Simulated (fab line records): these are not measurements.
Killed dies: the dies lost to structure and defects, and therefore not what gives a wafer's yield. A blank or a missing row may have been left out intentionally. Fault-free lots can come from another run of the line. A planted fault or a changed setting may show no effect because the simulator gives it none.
fab line records ; flow sky130
record: lots: 7; wafers: 21; last-day: 50
route steps=708 shown METAL2@506 VIA2@507 PAD_OPEN@708
lots that met no fault: from a run of the same line without faults
start-h: start of the lot's first displayed wafer, in hours after the record's first day ; wait-h: how many hours have passed since the lot's step before this one ; " the same as in the row above ; L1.1+2: a single row standing in for several wafers ; - either no value or no given start ; * or withheld: withheld ; < > ~ a bound
route shown NAME@n: NAME is a module with steps in the file, n the number in the route of the first one ; usual: mean and standard deviation over wafers with no fault ; same: alike in all rows ; chamber/n: place in a boat ; sites: the reading at each site ; _std_site: standard deviation across them ; _edge_site: inner sites' mean taken away from outer sites' mean ; radius-mm: for every site, how far away it sits from the centre of the wafer ; mask NAME#n: copy n ; behind: the most recent tool/chamber to have shaped the wafer ; hold: reason for holding the lot/hours on hold/outcome of the hold ; device: transistor that didn't switch, given as n, p or np ; end of line: at the end of the route, the tests of the same wafers ; a step without rows: its recipe alone ; killed: dies lost to structure and defects at the first sort, not the wafer's yield ; map: shows each die of a wafer: x if killed, . if not, _ if none is there
set.NAME: setting as actually run; set.NAME@STEP: the setting as run at that earlier step ; model.NAME: the simulator's own value behind a step, which no gauge read
lots at selected steps of the route; one table per step, one row per wafer
services: from which hour (start-h, from the record's first day; less than 0 if before it) a tool's chamber was out of use, for how many hours, and why
== steps ==
step: SKY_METAL2_CLEAN_23
recipe: chemistry: O3/DIW; dry: n2-spin
step: SKY_VIA2_HDPCVD_00
recipe: material: SiO2; target-thk-nm: 1180; sigma-open-frac: 0.3; time-s: 196.7; temp-c: 400; sih4-flow-sccm: 60; pressure-mtorr: 6
step: SKY_VIA2_THK_MEAS_01
recipe: reads: SiO2_of_VIA2_HDPCVD_00
usual: VIA2_HDPCVD_THK: 1177/12
lot.wafer;tool;chamber;start-h;wait-h;VIA2_HDPCVD_THK[nm]
L510.3;film-metro-02;-;846.64;0.1;1190
L510.4;film-metro-02;-;846.64;0.1;1176
L510.6;film-metro-02;-;846.64;0.1;1180
L511.2;film-metro-03;-;857.45;0.1;1188
L511.4;film-metro-03;-;857.45;0.1;1173
L511.6;film-metro-03;-;857.45;0.1;1193
L518.2;film-metro-02;-;908.33;0.2;1178
L518.3;film-metro-02;-;908.33;0.2;1190
L518.6;film-metro-02;-;908.33;0.2;1200
L519.1;film-metro-02;-;912.27;0.1;1161
L519.2;film-metro-02;-;912.27;0.1;1161
L519.4;film-metro-02;-;912.27;0.1;1180
L520.1;film-metro-03;-;919.68;0.1;1179
L520.3;film-metro-03;-;919.68;0.1;1188
L520.6;film-metro-03;-;919.68;0.1;1193
L527.1;film-metro-02;-;984.46;0.1;1157
L527.3;film-metro-02;-;984.46;0.1;1144
L527.4;film-metro-02;-;984.46;0.1;1150
L528.2;film-metro-02;-;985.59;0.1;1154
L528.4;film-metro-02;-;985.59;0.1;1164
L528.6;film-metro-02;-;985.59;0.1;1190
step: SKY_VIA2_CMP_02
recipe: material: SiO2; down-force-psi: 4; platen-rpm: 60; pad-velocity-m-s: 0.94248
usual: motor-current-A: 11.8/1.2
lot.wafer;tool;chamber;start-h;wait-h;motor-current-A
L510.3;cmp-01;1;846.78;0.1;9.8
L510.4;cmp-01;2;846.78;0.1;13.9
L510.6;cmp-01;0;846.78;0.1;11.3
L511.4;cmp-01;2;857.50;0.0;14.0
L511.2;cmp-01;0;857.50;0.0;11.8
L511.6;cmp-01;3;857.50;0.0;11.9
L518.3;cmp-02;1;908.62;0.3;10.9
L518.2;cmp-02;0;908.62;0.3;11.3
L518.6;cmp-02;2;908.62;0.3;12.6
L519.4;cmp-02;1;912.56;0.2;10.8
L519.2;cmp-02;2;912.56;0.2;12.4
L519.1;cmp-02;3;912.56;0.2;12.1
L520.3;cmp-01;3;919.74;0.0;12.5
L520.1;cmp-01;2;919.74;0.0;14.4
L520.6;cmp-01;3;919.74;0.0;12.0
L527.3;cmp-01;1;984.52;0.0;10.3
L527.1;cmp-01;2;984.52;0.0;14.6
L527.4;cmp-01;3;984.52;0.0;12.2
L528.2;cmp-01;3;985.74;0.1;11.8
L528.4;cmp-01;0;985.74;0.1;12.3
L528.6;cmp-01;1;985.74;0.1;10.5
step: SKY_VIA2_BOW_MEAS_03
recipe: mode: bow
usual: VIA2_BOW: 86/7.6
lot.wafer;tool;chamber;start-h;wait-h;VIA2_BOW[um]
L510.3;film-metro-02;-;847.02;0.2;85
L510.4;film-metro-02;-;847.02;0.2;95
L510.6;film-metro-02;-;847.02;0.2;81
L511.2;film-metro-02;-;857.82;0.2;75
L511.4;film-metro-02;-;857.82;0.2;71
L511.6;film-metro-02;-;857.82;0.2;91
L518.2;film-metro-03;-;908.94;0.1;87
L518.3;film-metro-03;-;908.94;0.1;84
L518.6;film-metro-03;-;908.94;0.1;98
L519.1;film-metro-03;-;912.86;0.1;86
L519.2;film-metro-03;-;912.86;0.1;84
L519.4;film-metro-03;-;912.86;0.1;67
L520.1;film-metro-02;-;920.04;0.1;89
L520.3;film-metro-02;-;920.04;0.1;86
L520.6;film-metro-02;-;920.04;0.1;74
L527.1;film-metro-03;-;984.82;0.2;75
L527.3;film-metro-03;-;984.82;0.2;84
L527.4;film-metro-03;-;984.82;0.2;84
L528.2;film-metro-03;-;985.96;0.2;74
L528.4;film-metro-03;-;985.96;0.2;77
L528.6;film-metro-03;-;985.96;0.2;73
step: SKY_VIA2_DEHYDRATE_04
recipe: temp-c: 200; time-s: 60
step: SKY_VIA2_HMDS_05
recipe: prime-time-s: 60; prime-temp-c: 120
step: SKY_VIA2_COAT_06
recipe: resist: BARC; temp-c: withheld; time-s: withheld; spin-rpm: 3000; resist-thk-nm: 60
step: SKY_VIA2_COAT_07
recipe: resist: KrF-thick; spin-rpm: 3000; resist-thk-nm: 450
step: SKY_VIA2_SOFTBAKE_08
recipe: temp-c: 100; time-s: 90; resist: KrF-thick
step: SKY_VIA2_EXPOSE_09
recipe: mask-id: VIM2; na: 0.8; source-shape: annular; sigma-inner: 0.55; sigma-outer: 0.85; target-cd-nm: 200; dose-mj: 38
step: SKY_VIA2_PEB_10
recipe: peb-temp-c: withheld; peb-time-s: withheld; resist: KrF-thick
step: SKY_VIA2_DEVELOP_11
recipe: develop-time-s: 60; resist: KrF-thick; dev-temp-c: 21
usual: developer-temp-C: 20.98/0.11
same: develop-time-s: 60
lot.wafer;tool;chamber;start-h;wait-h;developer-temp-C
L510.3;litho-track-04;0;873;-;20.91
L510.4;litho-track-04;0;873;-;20.78
L510.6;litho-track-04;0;873;-;20.88
L511.2;litho-track-03;0;883;-;21.11
L511.4;litho-track-03;0;884;-;21.01
L511.6;litho-track-03;0;884;-;21.18
L518.2;litho-track-03;0;933;-;21.82
L518.3;litho-track-03;0;933;-;22.00
L518.6;litho-track-03;0;933;-;21.80
L519.1;litho-track-03;0;937;-;21.78
L519.2;litho-track-03;0;937;-;21.70
L519.4;litho-track-03;0;937;-;21.90
L520.1;litho-track-03;0;944;-;21.82
L520.3;litho-track-03;0;944;-;21.84
L520.6;litho-track-03;0;944;-;21.93
L527.1;litho-track-02;0;1007;-;20.95
L527.3;litho-track-02;0;1007;-;20.93
L527.4;litho-track-02;0;1007;-;20.93
L528.2;litho-track-04;0;1008;-;21.02
L528.4;litho-track-04;0;1009;-;20.90
L528.6;litho-track-04;0;1009;-;20.97
step: SKY_VIA2_CD_MEAS_12
recipe: target-cd-nm: 200
usual: cd-nm: 199.6/1.3
lot.wafer;tool;chamber;start-h;wait-h;cd-nm
L510.3;cd-sem-01;-;873.79;-;200.0
L510.4;cd-sem-01;-;873.79;-;201.4
L510.6;cd-sem-01;-;873.79;-;200.8
L511.2;cd-sem-02;-;884.11;-;200.9
L511.4;cd-sem-02;-;884.11;-;201.9
L511.6;cd-sem-02;-;884.11;-;200.5
L518.2;cd-sem-02;-;933.91;-;199.1
L518.3;cd-sem-02;-;933.91;-;198.9
L518.6;cd-sem-02;-;933.91;-;198.5
L519.1;cd-sem-02;-;937.84;-;199.3
L519.2;cd-sem-02;-;937.84;-;200.6
L519.4;cd-sem-02;-;937.84;-;201.6
L520.1;cd-sem-02;-;944.29;-;202.2
L520.3;cd-sem-02;-;944.29;-;202.7
L520.6;cd-sem-02;-;944.29;-;201.5
L527.1;cd-sem-01;-;1007.67;-;201.8
L527.3;cd-sem-01;-;1007.67;-;201.5
L527.4;cd-sem-01;-;1007.67;-;201.6
L528.2;cd-sem-02;-;1009.12;-;201.1
L528.4;cd-sem-02;-;1009.12;-;201.2
L528.6;cd-sem-02;-;1009.12;-;201.3
step: SKY_PAD_OPEN_PROBE_99
usual: defect-limited-yield: 82.3/2.1; killed_at_M0_to_M3: 44/7.2; killed_at_M4_up: 3.1/1.7; killed-at-contacts: 24/5.2; killed-at-front-end: 15/4.1; killed-at-other: 0.3/0.61; killed-dies: 87/10; killed-open: 48/7.5; killed-short: 39/6.6; sort_bin_3_pad_short: 0.8/0.39; sort_bin_5_function: 10.4/1.7; sort_bin_6_memory: 6.5/1.1; sort-n-pass: 405/10; sort-yield-pct: 82.3/2.1
same: gross-dies: 492; killed-at-back-side: 0; sort_bin_4_leakage[%]: 0; sort_bin_8_speed[%]: 0
lot.wafer;tool;chamber;start-h;wait-h;defect-limited-yield[%];killed_at_M0_to_M3;killed_at_M4_up;killed-at-contacts;killed-at-front-end;killed-at-other;killed-dies;killed-open;killed-short;sort_bin_3_pad_short[%];sort_bin_5_function[%];sort_bin_6_memory[%];sort-n-pass;sort-yield-pct[%]
L510.3;prober-01;-;1096.47;0.2;83.5;43;1;23;14;0;81;42;38;0.6;10.0;5.9;411;83.5
L510.4;prober-01;-;1096.52;0.2;85.6;46;2;14;9;0;71;32;39;0.8;7.1;6.5;421;85.6
L510.6;prober-01;-;1096.62;0.2;83.9;39;4;27;9;0;79;45;34;1.8;8.9;5.3;413;83.9
L519.1;prober-02;-;1145.78;0.1;84.1;45;4;20;8;1;78;47;31;0.6;9.3;5.9;414;84.1
L519.2;prober-02;-;1145.83;0.1;79.3;44;2;30;26;0;102;58;44;0.8;10.4;9.6;390;79.3
L519.4;prober-02;-;1145.93;0.2;82.3;39;2;27;19;0;87;38;49;1.2;11.0;5.5;405;82.3
L520.1;prober-01;-;1149.39;0.1;80.1;47;3;26;21;1;98;56;42;1.2;12.0;6.7;394;80.1
L520.3;prober-01;-;1149.49;0.2;80.9;46;4;23;21;0;94;48;45;0.8;10.4;7.9;398;80.9
L520.6;prober-01;-;1149.64;0.2;84.3;41;7;22;7;0;77;44;31;0.2;9.6;5.9;415;84.3
L527.1;prober-01;-;1196.09;0.1;76.2;66;6;33;12;0;117;70;47;1.2;15.4;7.1;375;76.2
L527.3;prober-01;-;1196.19;0.2;81.5;45;4;21;19;2;91;50;40;0.8;12.0;5.7;401;81.5
L527.4;prober-01;-;1196.24;0.2;80.7;57;4;28;6;0;95;44;51;1.2;11.2;6.9;397;80.7
L528.2;prober-01;-;1197.64;0.1;81.5;43;2;27;18;1;91;40;50;0.8;12.0;5.7;401;81.5
L528.4;prober-01;-;1197.74;0.2;82.1;42;4;24;18;0;88;47;41;0.6;9.8;7.5;404;82.1
L528.6;prober-01;-;1197.84;0.2;82.9;44;1;17;21;1;84;49;35;1.2;10.0;5.9;408;82.9
killed by level:class
L510.3 CONTACT:geometric-particle:open=10 METAL2:geometric-particle:short=9 VIA3:geometric-particle:open=9 LI_CONTACT:geometric-particle:open=6 METAL1:geometric-particle:short=6 VIA1:geometric-particle:short=5 VIA1:geometric-particle:open=5 LOCAL_INTERCONNECT:geometric-particle:short=4
L510.4 VIA1:geometric-particle:open=9 METAL1:geometric-particle:short=7 LOCAL_INTERCONNECT:geometric-particle:short=5 VIA2:geometric-particle:open=5 CONTACT:geometric-particle:open=5 VIA1:geometric-particle:short=4 METAL2:geometric-particle:short=4 VIA2:geometric-particle:short=4
L510.6 VIA3:geometric-particle:open=10 VIA1:geometric-particle:open=9 LI_CONTACT:geometric-particle:open=7 CONTACT:geometric-particle:open=7 CONTACT:geometric-particle:short=7 METAL1:geometric-particle:short=5 VIA3:geometric-particle:short=4 POLY_GATE:geometric-particle:open=3
L519.1 VIA1:geometric-particle:open=15 CONTACT:geometric-particle:open=11 VIA3:geometric-particle:open=6 VIA2:geometric-particle:open=5 VIA3:geometric-particle:short=5 VIA1:geometric-particle:short=4 POLY_GATE:geometric-particle:short=3 LI_CONTACT:geometric-particle:open=3
L519.2 VIA1:geometric-particle:open=11 CONTACT:geometric-particle:open=8 FIELD_ISO:geometric-particle:open=7 LI_CONTACT:geometric-particle:open=7 VIA2:geometric-particle:open=7 VIA3:geometric-particle:open=7 POLY_GATE:geometric-particle:open=6 POLY_GATE:geometric-particle:short=6
L519.4 CONTACT:geometric-particle:open=9 CONTACT:geometric-particle:short=7 METAL1:geometric-particle:short=7 METAL2:geometric-particle:short=7 VIA1:geometric-particle:open=6 POLY_GATE:geometric-particle:open=5 LI_CONTACT:geometric-particle:open=5 FIELD_ISO:geometric-particle:open=4
L520.1 VIA1:geometric-particle:open=19 CONTACT:geometric-particle:open=8 POLY_GATE:geometric-particle:open=7 LI_CONTACT:geometric-particle:open=7 FIELD_ISO:geometric-particle:open=6 METAL1:geometric-particle:short=6 METAL2:geometric-particle:short=5 LOCAL_INTERCONNECT:geometric-particle:short=5
L520.3 LI_CONTACT:geometric-particle:open=10 VIA1:geometric-particle:open=8 METAL1:geometric-particle:short=7 CONTACT:geometric-particle:open=6 FIELD_ISO:geometric-particle:open=5 POLY_GATE:geometric-particle:open=5 POLY_GATE:geometric-particle:short=5 VIA1:geometric-particle:short=5
L520.6 VIA1:geometric-particle:open=14 LI_CONTACT:geometric-particle:open=10 VIA3:geometric-particle:open=6 CONTACT:geometric-particle:open=5 METAL4:geometric-particle:short=5 LOCAL_INTERCONNECT:geometric-particle:short=4 METAL3:geometric-particle:short=4 VIA1:geometric-particle:short=4
L527.1 VIA1:geometric-particle:open=22 VIA3:geometric-particle:open=10 CONTACT:geometric-particle:open=10 LI_CONTACT:geometric-particle:open=9 LOCAL_INTERCONNECT:geometric-particle:short=6 VIA2:geometric-particle:open=6 METAL2:geometric-particle:short=6 CONTACT:geometric-particle:short=5
L527.3 METAL1:geometric-particle:short=12 VIA1:geometric-particle:open=9 LI_CONTACT:geometric-particle:open=7 FIELD_ISO:geometric-particle:open=6 VIA2:geometric-particle:open=6 CONTACT:geometric-particle:open=5 VIA3:geometric-particle:open=5 FIELD_ISO:geometric-particle:short=3
L527.4 VIA1:geometric-particle:short=8 VIA3:geometric-particle:open=8 LI_CONTACT:geometric-particle:open=7 CONTACT:geometric-particle:open=7 VIA1:geometric-particle:open=7 METAL1:geometric-particle:short=7 VIA2:geometric-particle:open=7 CONTACT:geometric-particle:short=6
L528.2 METAL1:geometric-particle:short=10 CONTACT:geometric-particle:open=8 LI_CONTACT:geometric-particle:open=7 LOCAL_INTERCONNECT:geometric-particle:short=6 VIA1:geometric-particle:open=6 VIA1:geometric-particle:short=6 METAL2:geometric-particle:short=6 VIA3:geometric-particle:open=5
L528.4 VIA2:geometric-particle:open=9 VIA1:geometric-particle:open=8 LI_CONTACT:geometric-particle:open=6 VIA3:geometric-particle:open=6 LOCAL_INTERCONNECT:geometric-particle:short=5 CONTACT:geometric-particle:open=5 VIA1:geometric-particle:short=5 METAL2:geometric-particle:short=5
L528.6 VIA1:geometric-particle:open=8 POLY_GATE:geometric-particle:short=7 LI_CONTACT:geometric-particle:open=7 METAL2:geometric-particle:short=6 VIA3:geometric-particle:open=6 CONTACT:geometric-particle:open=5 VIA2:geometric-particle:short=5 FIELD_ISO:geometric-particle:open=4
== services ==
tool;chamber;start-h;hours;kind
cmp-02;-;828.45;0.5;repair
cmp-01;-;843.13;0.5;repair
cmp-02;-;849.14;1.7;repair
cmp-02;-;854.61;1.8;repair
cmp-01;-;906.92;6.5;repair
cmp-01;-;913.43;4.0;pm
cmp-01;-;917.43;-;consumable-replace:conditioner
cmp-01;-;917.43;-;consumable-replace:pad
cmp-01;-;955.08;1.2;repair
cmp-01;-;966.97;1.0;repair
cmp-02;-;970.35;5.6;pm
cmp-01;-;1002.27;7.2;pm
== key ==
first-sign: step: SKY_VIA2_DEVELOP_11; reading: developer-temp-C; direction: up; sigmas: 8; usual: *; struck: *
effect none on later readings
met-at SKY_VIA2_DEVELOP_11
struck-wafers L518.2,L518.3,L518.6,L519.1,L519.2,L519.4,L520.1,L520.3,L520.6
onset-between 883 933
fault: kind: process-parameter-drift; tool: litho-track-03; chamber: -; onset-h: 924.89; steps: SKY_VIA2_DEVELOP_11; channel: dev-temp-c; offset: *; shape: step; end-h: 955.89; acts-in: *; stated: *
